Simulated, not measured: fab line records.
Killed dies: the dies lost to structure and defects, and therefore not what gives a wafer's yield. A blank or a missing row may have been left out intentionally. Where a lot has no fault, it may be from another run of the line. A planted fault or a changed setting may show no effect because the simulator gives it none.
Problem report in the 8D (eight disciplines) form, filled by code / flow gf180mcu / the parts of the form that need people (team, actions taken, sign-off) are left out

== 1. WHAT IS WRONG ==
Wafers without a fault read 131.2 s, standard deviation 0.44; run_length_s at GF_STI_ETCH_14 reads a mean of 144.2 s on 6 wafers belonging to 2 lots. Measured from the usual mean, that is +30 standard deviations.
The step: etches Si in HBr/Cl2/O2, target depth 360 nm, time 102.9 s.
First seen on wafer L939.2, day 2 19:37, on rie_si-02. At this step, 18 wafers from 6 lots have a number in the record. By rule, "out" or "out of limits" means more than 4 standard deviations away from the usual mean. The rest of the wafers with a number are treated as sound.

== 2. WHAT THIS IS AND IS NOT ==
question=which readings at this step | is=run_length_s | is not=HBr_flow_sccm, drypump_motor_current_A, oes_product_au, throttle_valve_pct
question=which lots | is=L939, L941 | is not=L936, L942, L956, L958
question=which wafers of those lots | is=all that have a number | is not=-
question=read on which tools | is=rie_si-02 | is not=rie_si-01
question=when | is=from day 2 19:37 | is not=up to then (3 sound wafers); but 9 sound wafers of L942, L956, L958 came after

== 3. THE SUSPECTS, EACH WITH WHAT RULES IT OUT ==
Counting: a tool stays on the suspect list if, at a process step up to the reading, it processed all lots that are out and no sound lot following the first of them.
- rie_si-02 at GF_STI_ETCH_14 (etches Si in HBr/Cl2/O2, target depth 360 nm, time 102.9 s): kept. All lots that are out passed through it, beginning with L939 at day 2 19:37, and no sound lot followed; its final sound lot before that point was L936 at day 2 01:37. Its own readings are out on those wafers: run_length_s.
Remaining after the count: rie_si-02 at GF_STI_ETCH_14.

== 4. THE CAUSE (what the simulator had put in) ==
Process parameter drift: rie_si-02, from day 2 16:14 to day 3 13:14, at GF_STI_ETCH_14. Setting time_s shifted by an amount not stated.
After counting, this tool was the only one left.

== 5. THE EFFECT CHAIN, in route order ==
Each row: a reading whose mean over the struck wafers that have a number lies more than 3 standard deviations from the usual. Scope: only readings with a usual standard deviation given in the record; hours: median across lots of the time from each lot's start at the first step in this table that gives one to its start at this step; sigmas: change in usual standard deviations.
hours=0; step=GF_STI_ETCH_14; reading=run_length_s; usual=131.2 s; on struck wafers=144.2; change=+13.0; sigmas=+30
The process steps in it:
- GF_STI_ETCH_14: etches Si in HBr/Cl2/O2, target depth 360 nm, time 102.9 s.

== 6. HOW IT WOULD HAVE BEEN CAUGHT EARLIER ==
First out-of-limits reading in this record: day 2 19:37, which is 3 hours after fault onset at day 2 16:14.
